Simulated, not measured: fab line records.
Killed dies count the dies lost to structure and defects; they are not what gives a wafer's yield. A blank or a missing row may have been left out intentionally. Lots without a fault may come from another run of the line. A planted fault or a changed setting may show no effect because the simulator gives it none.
Which tool is to blame? ; flow gf180mcu ; Sampling: 12 lots, 36 wafers, 6 of 602 route steps

== WHAT EACH GAUGE READ, for each wafer ==
GF_NWELL_OVL_MEAS_07.
lot;measured;on;NWELL_OVL (nm)
L220;day 3 17:37;overlay-01;0.6 0.2 1.0
L222;day 4 01:22;overlay-02;-0.4 -1.0 -0.8
L228;day 5 03:44;overlay-01;0.9 2.8 -0.5
L229;day 5 08:04;overlay-01;2.7 1.8 2.7
L231;day 5 20:32;overlay-01;-1.3 -1.6 -1.2
L234;day 6 12:14;overlay-01;0.6 1.4 -0.7
L236;day 6 22:20;overlay-02;2.4 3.3 2.4
L239;day 7 16:09;overlay-02;0.5 -0.5 1.1
L240;day 7 19:51;overlay-02;0.8 2.9 0.5
L241;day 8 05:15;overlay-01;0.4 0.7 1.1
L242;day 8 07:31;overlay-01;1.7 -1.4 1.2
L243;day 8 12:06;overlay-02;-0.3 0.7 2.2

GF_LVPWELL_TW_MEAS_11.
lot;measured;on;LVPWELL_TW
L220;day 4 07:29;film_metro-04;564 563 561
L222;day 4 16:02;film_metro-02;553 554 552
L228;day 5 18:24;film_metro-02;547 545 550
L229;day 5 23:22;film_metro-03;672 669 670
L231;day 6 11:50;film_metro-02;548 548 548
L234;day 7 04:09;film_metro-02;659 661 663
L236;day 7 15:42;film_metro-04;674 675 678
L239;day 8 09:19;film_metro-02;553 550 552
L240;day 8 12:38;film_metro-04;563 564 564
L241;day 8 22:28;film_metro-03;556 561 557
L242;day 9 00:23;film_metro-02;557 557 551
L243;day 9 04:58;film_metro-03;565 561 562

GF_MVPSD_OVL_MEAS_07.
lot;measured;on;MVPSD_OVL (nm)
L220;day 5 11:27;overlay-02;-1.8 -1.8 -0.6
L222;day 5 19:24;overlay-02;-0.2 -0.9 -0.3
L228;day 6 23:43;overlay-02;-3.6 -3.8 -0.7
L229;day 7 05:52;overlay-01;-1.4 -2.8 -3.0
L231;day 7 18:03;overlay-01;-0.5 -0.6 -0.2
L234;day 8 11:45;overlay-01;-1.7 -0.9 -0.1
L236;day 9 00:48;overlay-02;-0.5 -2.2 -0.7
L239;day 9 18:54;overlay-02;-1.9 0.5 -4.0
L240;day 9 22:12;overlay-02;1.3 0.6 1.2
L241;day 10 08:45;overlay-02;-0.2 -2.1 -2.5
L242;day 10 11:01;overlay-02;0.1 1.2 -0.5
L243;day 10 16:27;overlay-01;-1.7 -0.5 -0.1

GF_VT_IMPLANT_RS_MEAS_48: measures by four-point-probe.
lot;measured;on;LVPWELL_RS (ohm/sq)
L220;day 8 01:13;film_metro-03;1198 1197 1197
L222;day 8 10:49;film_metro-02;1196 1197 1197
L228;day 9 17:44;film_metro-04;1195 1199 1199
L229;day 10 00:02;film_metro-02;837 842 839
L231;day 10 15:05;film_metro-04;1199 1200 1205
L234;day 11 10:41;film_metro-04;843 840 840
L236;day 12 01:26;film_metro-02;835 836 834
L239;day 12 22:41;film_metro-04;1200 1202 1199
L240;day 13 02:41;film_metro-04;1199 1200 1196
L241;day 13 15:41;film_metro-03;1200 1202 1200
L242;day 13 16:45;film_metro-02;1192 1195 1194
L243;day 14 00:34;film_metro-02;1196 1193 1193

== EACH LOT AND THE TOOL THAT RAN IT (in order: tool; ch and the chambers of the sampled wafers; start) ==
lot;GF_LVPWELL_IMPLANT_08;GF_MVPSD_STRIP_10
L220;implanter-01 ch 0, day 4 07:05;plasma_asher-02 ch 1, day 5 11:47
L222;implanter-04 ch 0, day 4 15:38;plasma_asher-03 ch 0,1, day 5 19:44
L228;implanter-02 ch 0, day 5 18:01;plasma_asher-01 ch 0,1, day 7 00:02
L229;implanter-01 ch 0, day 5 22:40;plasma_asher-02 ch 0,1, day 7 06:11
L231;implanter-01 ch 0, day 6 11:26;plasma_asher-03 ch 1, day 7 18:23
L234;implanter-02 ch 0, day 7 03:26;plasma_asher-03 ch 0,1, day 8 12:05
L236;implanter-04 ch 0, day 7 14:59;plasma_asher-01 ch 0,1, day 9 01:08
L239;implanter-01 ch 0, day 8 08:55;plasma_asher-03 ch 0,1, day 9 19:14
L240;implanter-01 ch 0, day 8 12:14;plasma_asher-03 ch 0,1, day 9 22:32
L241;implanter-02 ch 0, day 8 22:04;plasma_asher-02 ch 0,1, day 10 09:05
L242;implanter-02 ch 0, day 9 00:00;plasma_asher-01 ch 0,1, day 10 11:20
L243;implanter-04 ch 0, day 9 04:34;plasma_asher-03 ch 0,1, day 10 16:47
- GF_LVPWELL_IMPLANT_08
- GF_MVPSD_STRIP_10: strips in O2/N2.

== AS READ BY THE TOOLS THEMSELVES (means over the sampled wafers that have a number; for cases with no such wafer, the mark the record gives instead) ==
GF_LVPWELL_IMPLANT_08.
lot;tool;faraday_current_uA
L220;implanter-01;83.6
L222;implanter-04;83.6
L228;implanter-02;84.8
L229;implanter-01;84.9
L231;implanter-01;84.3
L234;implanter-02;85.6
L236;implanter-04;85.2
L239;implanter-01;84.1
L240;implanter-01;83.4
L241;implanter-02;84.6
L242;implanter-02;84.1
L243;implanter-04;84.2

GF_MVPSD_STRIP_10.
lot;tool;drypump_motor_current_A (A);heater_power_w (W);o2_flow_sccm (sccm);oes_product_au (a.u.);strip_time_to_endpoint_s (s)
L220;plasma_asher-02;5.7;355;3001;0.722;37.15
L222;plasma_asher-03;6.3;331;3000;0.718;36.99
L228;plasma_asher-01;5.7;323;3003;0.722;36.93
L229;plasma_asher-02;5.8;337;2998;0.721;37.01
L231;plasma_asher-03;6.1;323;2990;0.723;37.07
L234;plasma_asher-03;6.3;331;2999;0.720;36.86
L236;plasma_asher-01;5.5;314;2999;0.721;37.06
L239;plasma_asher-03;6.1;328;2990;0.724;37.04
L240;plasma_asher-03;6.3;333;2997;0.724;37.08
L241;plasma_asher-02;5.9;319;2997;0.720;36.76
L242;plasma_asher-01;5.5;318;3002;0.726;36.89
L243;plasma_asher-03;6.3;329;2998;0.715;36.87

== THE ANSWER, worked out from the rows above alone ==
Rule: what is usual is taken from the lots themselves. Put in order of their means at a reading, lots are off if they are a third of the lots or fewer, leave a main group of 4 or more, and stand apart from it by a gap of 3 or more times the standard deviation of the main group's means; of several such gaps the widest counts. A main group whose means are all the same, to the digits that the tables above print for the reading, isn't used. Also off: a lot with no number at a reading for which 4 or more lots have one. The other lots that the step has rows for count as sound. Order of review: gauges by route order, followed by the tools' own readings, for which a lot's mean as printed above is used. At the first step where some lot is off, the reading lying furthest off is the one used; lots without a number count as furthest.
Off: at GF_LVPWELL_TW_MEAS_11 (LVPWELL_TW), L229, L234, L236. For the main group the mean is 556 and the standard deviation 6.
If a tool, at a process step before that reading, ran all the lots that are off and no sound lot after the first of them, it fits. Those tools and the gauges at GF_LVPWELL_TW_MEAS_11 are tried in the same way. Of those tried, none fits.

== WHAT THE SIMULATOR HAD PUT IN ==
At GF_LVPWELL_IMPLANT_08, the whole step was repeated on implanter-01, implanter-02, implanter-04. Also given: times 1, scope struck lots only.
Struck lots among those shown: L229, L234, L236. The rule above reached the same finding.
